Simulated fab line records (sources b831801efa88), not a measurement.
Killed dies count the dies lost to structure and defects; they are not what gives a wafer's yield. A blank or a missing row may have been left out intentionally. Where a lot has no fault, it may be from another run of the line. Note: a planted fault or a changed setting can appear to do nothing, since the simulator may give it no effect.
Which of the tools did it? || flow gf180mcu || route of 602 steps, sampled at 1 step: 13 lots, 39 wafers

WHAT THE GAUGES READ, wafer by wafer
GF_M3_OVL_MEAS_15.
{"lot": "L741", "measured": "day 21 16:23", "on": "overlay-02", "M3_OVL (nm)": "-5 4 -1"}
{"lot": "L743", "measured": "day 22 15:00", "on": "overlay-01", "M3_OVL (nm)": "4 -1 2"}
{"lot": "L744", "measured": "day 22 23:01", "on": "overlay-02", "M3_OVL (nm)": "3 -3 4"}
{"lot": "L745", "measured": "day 23 08:38", "on": "overlay-02", "M3_OVL (nm)": "0 2 -5"}
{"lot": "L746", "measured": "day 23 10:39", "on": "overlay-02", "M3_OVL (nm)": "5 -3 6"}
{"lot": "L748", "measured": "day 24 04:42", "on": "overlay-01", "M3_OVL (nm)": "-9 -4 -2"}
{"lot": "L753", "measured": "day 25 21:54", "on": "overlay-01", "M3_OVL (nm)": "12 3 4"}
{"lot": "L755", "measured": "day 26 12:20", "on": "overlay-01", "M3_OVL (nm)": "0 -1 1"}
{"lot": "L756", "measured": "day 26 17:00", "on": "overlay-01", "M3_OVL (nm)": "-4 -1 -6"}
{"lot": "L760", "measured": "day 28 02:48", "on": "overlay-01", "M3_OVL (nm)": "-2 -4 -1"}
{"lot": "L761", "measured": "day 28 08:53", "on": "overlay-01", "M3_OVL (nm)": "-11 -2 -3"}
{"lot": "L762", "measured": "day 28 11:18", "on": "overlay-02", "M3_OVL (nm)": "4 10 6"}
{"lot": "L763", "measured": "day 29 01:03", "on": "overlay-01", "M3_OVL (nm)": "0 -1 0"}

WHICH TOOL RAN EACH LOT (tool, then ch and the chambers of the sampled wafers, then the start)
There is no process step in the record ahead of these readings.

WHAT THE TOOLS THEMSELVES READ (means of the sampled wafers that have a number; where no wafer has one, the mark that the record gives instead)
The record holds no such reading with a usual standard deviation.

THE ANSWER, worked out from the rows above alone
Rule: usual is defined by the lots themselves. Put in order of their means at a reading, lots are off if they are a third of the lots or fewer, leave a main group of 4 or more, and stand apart from it by a gap of 3 or more times the standard deviation of the main group's means; of several such gaps the widest counts. If all means in a main group match to the digits the tables above print for the reading, that group is not used. A lot without any number at a reading at which 4 lots or more have one is off too. Any other lot the step has rows for is counted as sound. The gauges are gone through in route order, then the tools' own readings, and for those a lot's mean is taken as printed above. The first step at which some lot is off is used, and at that step the reading that is off furthest; a lot without a number counts as furthest.
No lot is off on any of the readings shown, so nothing can be concluded from this.

WHAT HAD BEEN PUT IN BY THE SIMULATOR
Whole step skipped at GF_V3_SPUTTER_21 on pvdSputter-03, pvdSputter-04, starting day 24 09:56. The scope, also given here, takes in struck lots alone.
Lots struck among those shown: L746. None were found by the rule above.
